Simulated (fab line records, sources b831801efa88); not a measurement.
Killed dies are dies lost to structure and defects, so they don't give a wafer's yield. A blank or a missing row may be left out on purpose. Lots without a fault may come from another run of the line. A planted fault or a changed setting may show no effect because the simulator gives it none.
Which tool did it? | flow gf180mcu | 13 lots, 39 wafers sampled, at 4 steps of a route of 602

WHAT THE GAUGES READ, wafer by wafer
GF_LVPWELL_OVL_MEAS_07.
lot  | measured    | on         | LVPWELL_OVL (nm)
L668 | day 3 22:35 | overlay-01 | -0.9 -0.4 -2.0
L670 | day 4 07:41 | overlay-01 | 1.3 -0.4 -1.1
L671 | day 4 13:19 | overlay-01 | -0.7 -0.1 1.9
L672 | day 4 19:41 | overlay-01 | 1.7 2.1 0.8
L674 | day 5 04:53 | overlay-01 | -0.7 -0.6 -0.8
L675 | day 5 12:08 | overlay-01 | 0.5 1.6 0.5
L676 | day 5 18:32 | overlay-02 | -1.2 1.0 0.0
L678 | day 6 05:01 | overlay-01 | -0.5 -3.5 -2.3
L679 | day 6 11:17 | overlay-02 | -0.1 0.4 0.6
L680 | day 6 16:56 | overlay-02 | 0.4 -0.7 1.5
L682 | day 7 03:53 | overlay-01 | 0.3 -0.3 -0.4
L688 | day 8 14:07 | overlay-01 | - - -
L691 | day 9 07:20 | overlay-02 | 2.1 1.3 0.6

GF_LVPWELL_TW_MEAS_11.
lot  | measured    | on            | LVPWELL_TW
L668 | day 3 23:01 | film_metro-04 | 559 552 556
L670 | day 4 08:07 | film_metro-04 | 557 557 560
L671 | day 4 13:45 | film_metro-01 | 566 565 563
L672 | day 4 20:07 | film_metro-04 | 561 560 561
L674 | day 5 05:19 | film_metro-03 | 562 562 565
L675 | day 5 12:34 | film_metro-03 | 566 563 564
L676 | day 5 18:59 | film_metro-03 | 567 567 566
L678 | day 6 05:28 | film_metro-03 | 567 568 569
L679 | day 6 11:43 | film_metro-04 | 558 559 557
L680 | day 6 17:23 | film_metro-04 | 559 561 558
L682 | day 7 04:20 | film_metro-01 | 565 564 564
L688 | day 8 14:34 | film_metro-04 | 30 30 30
L691 | day 9 07:46 | film_metro-04 | 556 554 554

GF_SAB_OVL_MEAS_10.
lot  | measured     | on         | SAB_OVL (nm)
L668 | day 15 02:35 | overlay-01 | -0.4 -1.2 -1.8
L670 | day 15 18:03 | overlay-01 | -2.1 -1.6 -1.9
L671 | day 15 22:44 | overlay-02 | 1.8 0.7 0.2
L672 | day 16 12:54 | overlay-01 | -0.8 -0.2 0.4
L674 | day 17 06:44 | overlay-02 | 1.3 -0.6 0.1
L675 | day 17 19:48 | overlay-01 | 1.0 2.1 0.3
L676 | day 18 03:36 | overlay-01 | -0.9 -0.1 -0.9
L678 | day 19 00:00 | overlay-01 | 1.1 0.3 -1.0
L679 | day 19 05:17 | overlay-01 | -0.3 0.8 -0.7
L680 | day 19 16:09 | overlay-01 | 0.8 1.6 1.6
L682 | day 20 07:01 | overlay-02 | 0.1 1.5 1.7
L688 | day 22 10:11 | overlay-01 | 0.6 -0.8 -0.9
L691 | day 23 05:41 | overlay-02 | 2.5 -0.8 0.0

WHICH TOOL RAN EACH LOT (tool, then ch and the chambers of the sampled wafers, then the start)
lot  | GF_LVPWELL_EXPOSE_04
L668 | iline_stepper-01 ch 0, day 3 16:29
L670 | iline_stepper-01 ch 0, day 4 00:57
L671 | iline_stepper-01 ch 0, day 4 07:05
L672 | iline_stepper-02 ch 0, day 4 12:52
L674 | iline_stepper-02 ch 0, day 4 21:48
L675 | iline_stepper-01 ch 0, day 5 05:22
L676 | iline_stepper-01 ch 0, day 5 11:36
L678 | iline_stepper-02 ch 0, day 5 21:34
L679 | iline_stepper-01 ch 0, day 6 04:30
L680 | iline_stepper-02 ch 0, day 6 09:29
L682 | iline_stepper-01 ch 0, day 6 20:53
L688 | iline_stepper-02 ch 0, day 8 05:40
L691 | iline_stepper-02 ch 0, day 8 22:50
- GF_LVPWELL_EXPOSE_04: exposes mask LVPWELL, target cd 600 nm.

WHAT THE TOOLS THEMSELVES READ (means of the sampled wafers that have a number; where no wafer has one, the mark that the record gives instead)
GF_LVPWELL_EXPOSE_04.
lot  | tool             | focus_offset_nm (nm)
L668 | iline_stepper-01 | 0.3
L670 | iline_stepper-01 | 0.3
L671 | iline_stepper-01 | -0.6
L672 | iline_stepper-02 | -0.4
L674 | iline_stepper-02 | -0.4
L675 | iline_stepper-01 | 0.0
L676 | iline_stepper-01 | 0.3
L678 | iline_stepper-02 | -0.6
L679 | iline_stepper-01 | 0.6
L680 | iline_stepper-02 | 0.0
L682 | iline_stepper-01 | 0.1
L688 | iline_stepper-02 | -0.2
L691 | iline_stepper-02 | -0.5

THE ANSWER, worked out from the rows above alone
Rule: what is usual is taken from the lots themselves. Put in order of their means at a reading, lots are off if they are a third of the lots or fewer, leave a main group of 4 or more, and stand apart from it by a gap of 3 or more times the standard deviation of the main group's means; of several such gaps the widest counts. A main group whose means are all the same, to the digits that the tables above print for the reading, isn't used. A lot without any number at a reading at which 4 lots or more have one is off too. The other lots that the step has rows for count as sound. The gauges are gone through in route order, then the tools' own readings, and for those a lot's mean is taken as printed above. The first step at which some lot is off is used, and at that step the reading that is off furthest; a lot without a number counts as furthest.
Off: L688, at GF_LVPWELL_OVL_MEAS_07 (LVPWELL_OVL). Without a number there: L688. The main group: mean 0.1 nm, standard deviation 0.97.
A tool fits if, at a process step before that reading, it ran every lot that is off, and no sound lot after the first of them. The gauges at GF_LVPWELL_OVL_MEAS_07 aren't tried: what is off there is off at GF_LVPWELL_TW_MEAS_11 too, on other tools, and a gauge's error can't cause that. None of those tried fits.

WHAT THE SIMULATOR HAD PUT IN
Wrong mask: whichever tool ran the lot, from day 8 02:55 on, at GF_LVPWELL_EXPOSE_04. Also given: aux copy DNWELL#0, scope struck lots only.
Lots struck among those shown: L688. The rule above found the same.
